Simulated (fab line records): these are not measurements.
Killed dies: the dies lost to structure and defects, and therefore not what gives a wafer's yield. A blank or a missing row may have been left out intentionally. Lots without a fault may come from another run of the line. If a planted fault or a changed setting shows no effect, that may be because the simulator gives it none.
A struck lot beside a sound one || flow gf180mcu || 44 out of 602 route steps
Sound: wafers L891.1, L891.2, L891.5. The struck wafers were L899.2, L899.4, L899.6. The cause is named last.
At each step with rows: each side's tool, then ch and its chambers, then its first start. Under that, the readings that differ: sound wafers || struck wafers || difference of the means || sigmas: that difference in standard deviations of wafers without a fault.
alike: readings whose means differ by less than 2 such deviations, and words and numbers that are the same on both sides. not compared: withheld readings, readings that some wafer has no value for, bounds like >300 that may hide the same value, and numbers for which the record gives no deviation and whose values overlap.
A row with sigmas, a row that says differs or no value, or rows on one side alone: a step with any of these is where the two part. When numbers do not overlap yet have no deviation, they are printed without sigmas and do not part them. A reading missing from all wafers of one side parts the sides only when that side holds two or more wafers.

first, 2 steps without rows for these wafers: GF_NWELL_IMPLANT_08; GF_NWELL_IMPLANT_09.
GF_NWELL_STRIP_10: strips in O2/N2.
  sound on plasma asher-03 ch 0,1, day 4 07:08; struck on plasma asher-03 ch 0,1, day 6 00:46
  alike: drypump motor current A, heater power w, oes product au, platen temp c, strip time to endpoint s
  not compared: rf hours counter h
GF_NWELL_TW_MEAS_11:
  sound on film metro-01, day 4 07:14; struck on film metro-02, day 6 00:52
  alike: NWELL_TW
then, 7 steps without rows for these wafers: GF_LVPWELL_DEHYDRATE_00 (time 60 s); GF_LVPWELL_HMDS_01 (prime time 60 s); GF_LVPWELL_COAT_02 (resist thk 3000 nm); GF_LVPWELL_SOFTBAKE_03; GF_LVPWELL_EXPOSE_04 (exposes mask LVPWELL, target cd 600 nm); GF_LVPWELL_PEB_05; GF_LVPWELL_DEVELOP_06 (develop time 60 s).
GF_LVPWELL_OVL_MEAS_07:
  sound on overlay-02, day 4 20:33; struck on overlay-01, day 6 15:51
  alike: LVPWELL_OVL
GF_LVPWELL_IMPLANT_08:
  sound on implanter-04 ch 0, day 4 20:35; struck on implanter-02 ch 0, day 6 16:13
  alike: dose ions cm2, tilt deg
after that, 1 step had no rows for these wafers: GF_LVPWELL_IMPLANT_09.
GF_LVPWELL_STRIP_10: strips in O2/N2.
  sound on plasma asher-02 ch 0,1, day 4 20:53; struck on plasma asher-03 ch 0,1, day 6 16:46
{"reading": "drypump motor current A (A)", "sound": "5.4 5.7 5.4", "struck": "6.6 6.1 6.6", "difference": "+0.9", "sigmas": "+2"}
  alike: heater power w, oes product au, platen temp c, strip time to endpoint s
  not compared: rf hours counter h
GF_LVPWELL_TW_MEAS_11:
  sound on film metro-02, day 4 20:59; struck on film metro-01, day 6 17:13
{"reading": "LVPWELL_TW", "sound": "561.2 565.2 564.0", "struck": "678.9 677.3 671.5", "difference": "+112.4", "sigmas": "+42"}
then, 7 steps without rows for these wafers: GF_MVSD_DEHYDRATE_00 (time 60 s); GF_MVSD_HMDS_01 (prime time 60 s); GF_MVSD_COAT_02 (resist thk 3000 nm); GF_MVSD_SOFTBAKE_03; GF_MVSD_EXPOSE_04 (exposes mask MVSD, target cd 1000 nm); GF_MVSD_PEB_05; GF_MVSD_DEVELOP_06 (develop time 60 s).
GF_MVSD_OVL_MEAS_07:
  sound on overlay-01, day 5 10:53; struck on overlay-02, day 7 07:51
{"reading": "MVSD_OVL (nm)", "sound": "-0.6 0.9 0.3", "struck": "-2.1 -2.0 -3.4", "difference": -2.7, "sigmas": -2}
then, 2 steps without rows for these wafers: GF_MVSD_IMPLANT_08; GF_MVSD_IMPLANT_09.
GF_MVSD_STRIP_10: strips in O2/N2.
  sound on plasma asher-02 ch 0,1, day 5 11:13; struck on plasma asher-04 ch 1, day 7 08:11
{"reading": "drypump motor current A (A)", "sound": "5.3 5.7 5.7", "struck": "6.3 6.2 6.3", "difference": "+0.7", "sigmas": "+2"}
{"reading": "strip time to endpoint s (s)", "sound": "37.01 37.06 37.05", "struck": "36.78 36.71 36.63", "difference": -0.33, "sigmas": -3}
  alike: heater power w, oes product au, platen temp c
  not compared: rf hours counter h
GF_MVSD_TW_MEAS_11:
  sound on film metro-01, day 5 11:19; struck on film metro-03, day 7 08:17
{"reading": "MVSD_TW", "sound": "1592 1586 1589", "struck": "1576 1571 1573", "difference": -16, "sigmas": -2}
then, 7 steps without rows for these wafers: GF_MVPSD_DEHYDRATE_00 (time 60 s); GF_MVPSD_HMDS_01 (prime time 60 s); GF_MVPSD_COAT_02 (resist thk 3000 nm); GF_MVPSD_SOFTBAKE_03; GF_MVPSD_EXPOSE_04 (exposes mask MVPSD, target cd 1000 nm); GF_MVPSD_PEB_05; GF_MVPSD_DEVELOP_06 (develop time 60 s).
GF_MVPSD_OVL_MEAS_07:
  sound on overlay-01, day 6 01:33; struck on overlay-01, day 8 00:36
  alike: MVPSD_OVL
then, 2 steps without rows for these wafers: GF_MVPSD_IMPLANT_08; GF_MVPSD_IMPLANT_09.
GF_MVPSD_STRIP_10: strips in O2/N2.
  sound on plasma asher-02 ch 0,1, day 6 01:53; struck on plasma asher-02 ch 0,1, day 8 00:56
  alike: drypump motor current A, heater power w, oes product au, platen temp c, strip time to endpoint s
  not compared: rf hours counter h
GF_MVPSD_TW_MEAS_11:
  sound on film metro-03, day 6 01:59; struck on film metro-01, day 8 01:02
  alike: MVPSD_TW
then, 2 steps without rows for these wafers: GF_VT_IMPLANT_DEHYDRATE_00 (time 60 s); GF_VT_IMPLANT_HMDS_01 (prime time 60 s).
-- the record jumps here: 3 days lie between the struck wafers' starts before and after --
GF_VT_IMPLANT_RS_MEAS_48: a four-point-probe measurement.
  sound on film metro-02, day 8 16:45; struck on film metro-01, day 10 23:21
{"reading": "LVPWELL_RS (ohm/sq)", "sound": "1202 1197 1201", "struck": "841 842 846", "difference": -357, "sigmas": "-99 or more"}
GF_PASSIVATION_PROBE_99:
  the record has rows for the sound wafers here (prober-01, day 30 11:22) and none for the struck ones

== WHERE THEY PART ==
First at GF_LVPWELL_STRIP_10; last, within this record, at GF_PASSIVATION_PROBE_99.

WHY: what the simulator had put in
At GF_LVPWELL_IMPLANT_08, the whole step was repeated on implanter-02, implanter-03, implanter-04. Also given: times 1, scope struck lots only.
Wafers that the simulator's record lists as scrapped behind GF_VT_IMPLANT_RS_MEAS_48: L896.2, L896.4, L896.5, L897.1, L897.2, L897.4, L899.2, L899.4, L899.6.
